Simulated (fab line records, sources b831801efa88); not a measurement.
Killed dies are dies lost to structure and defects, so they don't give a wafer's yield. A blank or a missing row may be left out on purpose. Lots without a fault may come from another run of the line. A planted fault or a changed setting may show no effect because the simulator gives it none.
One fault seen from 2 desks | flow sky130 | each desk has only its own numbers; what lay behind them comes last

THE TOOL OWNER'S DESK: pvd_sputter-02
The tool's own readings at SKY_LOCAL_INTERCONNECT_SPUTTER_00 (material TiN, target thk 100 nm, time 83.3 s): means of the sampled wafers that have a number, for each lot that ran on this tool. A lot is out of limits, marked OUT, if its mean lies more than 4 standard deviations from the usual mean; the brackets give that distance.
Columns: A = throttle_valve_pct at SKY_LOCAL_INTERCONNECT_SPUTTER_00, usual 30.0 %
lot  | first seen here | A
L132 | day 30 01:36    | 29.6
L133 | day 30 07:51    | 30.2
L148 | day 36 04:47    | 30.3
This desk's finding: nothing out of limits on any of the 3 lots.

THE METROLOGY DESK
What the gauges read, lot by lot, whatever tool the lot ran on: means of the sampled wafers that have a number. A lot is out of limits, marked OUT, if its mean lies more than 4 standard deviations from the usual mean; the brackets give that distance.
Columns: A = LOCAL_INTERCONNECT_TIN_RS at SKY_LOCAL_INTERCONNECT_RS_MEAS_01, usual 14.23 ohm/sq; B = LOCAL_INTERCONNECT_TIN_THK at SKY_LOCAL_INTERCONNECT_THK_MEAS_02, usual 98.8 nm
lot  | first seen here | A                | B
L131 | day 29 04:37    | 14.14            | 99.6
L132 | day 30 01:40    | 14.17            | 99.5
L133 | day 30 07:55    | 14.13            | 100.2
L136 | day 31 04:01    | 14.51            | 97.6
L138 | day 32 06:24    | 14.18            | 99.0
L139 | day 32 07:42    | 14.42            | 96.8
L148 | day 36 04:51    | 13.53 (-4.4) OUT | 103.7 (+4.4) OUT
L151 | day 36 18:46    | 14.28            | 98.3
L153 | day 36 22:34    | 14.10            | 99.7
L154 | day 37 05:32    | 14.33            | 98.0
This desk's finding: out of limits on L148; first on L148, day 36 04:51 (LOCAL_INTERCONNECT_TIN_RS at SKY_LOCAL_INTERCONNECT_RS_MEAS_01). In limits: L131, L132, L133, L136, L138, L139, L151, L153, L154.

PUT TOGETHER
The metrology desk could have raised an alarm at day 36 04:51, on L148.
The tool owner's desk saw nothing out of limits.
The tool owner's desk has L148 on record, within its limits.
Of the lots named, all ran SKY_LOCAL_INTERCONNECT_SPUTTER_00 on pvd_sputter-02.

WHAT THE SIMULATOR HAD PUT IN
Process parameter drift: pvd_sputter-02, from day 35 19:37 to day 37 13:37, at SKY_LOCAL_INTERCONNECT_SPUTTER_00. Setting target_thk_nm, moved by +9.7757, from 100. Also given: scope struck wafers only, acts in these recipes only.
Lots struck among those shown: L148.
Hours from the fault's start to each desk's first reading out of limits: the metrology desk, 9.
